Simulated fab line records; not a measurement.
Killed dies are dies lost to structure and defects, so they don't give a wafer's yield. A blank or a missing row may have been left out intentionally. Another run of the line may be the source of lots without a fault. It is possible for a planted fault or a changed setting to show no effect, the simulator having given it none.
Code-filled problem report in 8D (eight disciplines) form -- flow gf180mcu -- the parts of the form that need people (team, actions taken, sign-off) are left out

1. THE ISSUE
MVSD_TW at GF_MVSD_TW_MEAS_11 reads a mean of 1736 on 1 wafer of 1 lot; wafers without a fault read 1576 with a standard deviation of 11. Measured from the usual mean, that is +15 standard deviations.
Seen first at day 7 04:09 on film metro-01, wafer L949.5. Wafers with a number at this step in the record: 35, from 12 lots. Rule for "out" (also "out of limits"): further than 4 standard deviations from the usual mean. All remaining wafers that have a number are taken as sound.

2. WHAT IT IS, AND WHAT IT ISN'T
question,is,is not
which readings at this step,MVSD_TW,-
which lots,L949,"L938, L939, L940, L941, L942, L943, L944, L945, L954, L955, L957"
which wafers of those lots,L949.5,L949.2
read on which gauges,film metro-01,"film metro-02, film metro-04"
when,from day 7 04:09,"up to then (25 sound wafers); but 9 sound wafers of L954, L955, L957 came after"

3. WHAT RULES OUT EACH SUSPECT
Counting: if a tool at a process step up to the reading ran every lot that is out, it stays a suspect. Sound lots after the first of them don't rule it out here, since some wafers of a struck lot are sound.
- the gauge at GF_MVSD_TW_MEAS_11 is ruled out. All the wafers that are out were read on film metro-01, but those of them that GF_MVSD_IMPLANT_08 has rows for are out there too, on other tools.
- rie diel-04 at GF_STI_ETCH_13 (etches the open film in CHF3/O2, stops on Si, target depth 282.31 nm, time 112.9 s): kept. L949, the lot that is out, went through it at day 4 10:34; up to then, the latest sound lot through it was L945 at day 3 13:19.
- implanter-03 at GF_MVSD_IMPLANT_08: kept. L949, the lot that is out, went through it at day 7 03:46; up to then, the latest sound lot through it was L944 at day 5 21:23. Its own beam on s, faraday current uA readings are out on those wafers.
- The sound lot-mates ran in chamber 3 of rie diel-04 at GF_STI_ETCH_13, but the wafers that are out ran in chamber 2.
After counting, rie diel-04 at GF_STI_ETCH_13 and implanter-03 at GF_MVSD_IMPLANT_08 remain.

4. THE CAUSE (what the simulator had put in)
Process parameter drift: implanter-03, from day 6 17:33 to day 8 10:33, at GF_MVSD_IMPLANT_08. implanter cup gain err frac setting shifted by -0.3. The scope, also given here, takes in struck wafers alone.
This tool is one of the 2 suspects left after counting.

5. THE EFFECT CHAIN, in route order
One row per reading whose mean, taken over the struck wafers that have a number, lies over 3 standard deviations from the usual. Readings are gone through only where the record gives a usual standard deviation; hours: the median, over the lots, of the time from a lot's start at the first step in this table giving one to that lot's start at this step; sigmas: the change measured in usual standard deviations.
hours,step,reading,usual,on struck wafers,change,sigmas
0,GF_MVSD_IMPLANT_08,beam on s,10.00 s,14.64,+4.64,+22
0,GF_MVSD_IMPLANT_08,faraday current uA,90.2,61.3,-28.9,-15
0,GF_MVSD_TW_MEAS_11,MVSD_TW,1576,1736,+160,+15
87,GF_VT_IMPLANT_RS_MEAS_46,MVSD_RS,456.5 ohm/sq,383.7,-72.8,-73
Here are the process steps it includes:
- GF_MVSD_IMPLANT_08
Later steps that measure or inspect, where all struck wafers having a row at the step show a number for every such reading and not one has moved that far: GF_MVPSD_OVL_MEAS_07, GF_VT_IMPLANT_OVL_MEAS_40.

6. WHAT WOULD HAVE CAUGHT IT SOONER
11 hours passed between the start of the fault at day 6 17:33 and the first reading out of limits at a measuring or inspecting step in this record, taken at day 7 04:09.
At GF_MVSD_IMPLANT_08, the tool's own readings (beam on s, faraday current uA) were out on each struck wafer the step has a row for, so an alarm limit on them would have fired on the first such wafer.
Each of the lots that are out, 1 in all, had begun GF_MVSD_IMPLANT_08 on implanter-03 no later than day 7 04:09. Holding the tool at that point would not have protected any of them.
